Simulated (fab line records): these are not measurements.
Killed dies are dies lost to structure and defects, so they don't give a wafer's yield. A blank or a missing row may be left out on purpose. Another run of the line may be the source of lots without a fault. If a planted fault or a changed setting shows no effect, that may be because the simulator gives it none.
Matching of chambers + flow gf180mcu + pecvd-02 running GF_V2_CVD_02: 3 sister chambers
The step deposits SiO2 from TEOS, target thk 850 nm, time 94.851 s. 3 wafers are shown with their chamber, then 7 later ones without.

== WAFERS PAIRED WITH THEIR CHAMBERS ==
| wafer  | chamber | heater_power_w (W) |
|--------|---------|--------------------|
| L082.2 | 2       | 714                |
| L088.1 | 0       | 602                |
| L088.4 | 1       | 653                |

== WAFERS WITHOUT THEIR CHAMBER ==
| wafer  | heater_power_w (W) |
|--------|--------------------|
| L088.6 | 649                |
| L090.4 | 667                |
| L090.5 | 718                |
| L090.6 | 539                |
| L093.1 | 684                |
| L093.3 | 551                |
| L093.6 | 601                |

== WHICH CHAMBER EACH WENT THROUGH ==
| wafer  | from the rows above          | in truth |
|--------|------------------------------|----------|
| L088.6 | can't be placed: 1 or 0 or 2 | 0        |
| L090.4 | can't be placed: 1 or 2 or 0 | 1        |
| L090.5 | can't be placed: 2 or 1      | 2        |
| L090.6 | can't be placed: 0 or 1      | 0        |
| L093.1 | can't be placed: 2 or 1 or 0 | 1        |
| L093.3 | can't be placed: 0 or 1      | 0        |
| L093.6 | can't be placed: 0 or 1      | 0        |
0 of 7 placed correctly. Cannot be placed on the basis of these rows: 7; the candidates contain the true chamber in 7. 0 placed wrongly.
How it was worked out, from the rows above alone: a wafer's distance from a chamber is the root of the sum, over the readings, of the square of ((its reading less the chamber's mean) divided by the reading's scatter). The wafer belongs to the nearest chamber; if the next one is less than 2 further off, it can't be placed. The mean given for a chamber averages the wafers shown for that chamber. The scatter: root of mean squared gap, hidden wafer to nearest shown wafer, with one shown wafer a chamber.
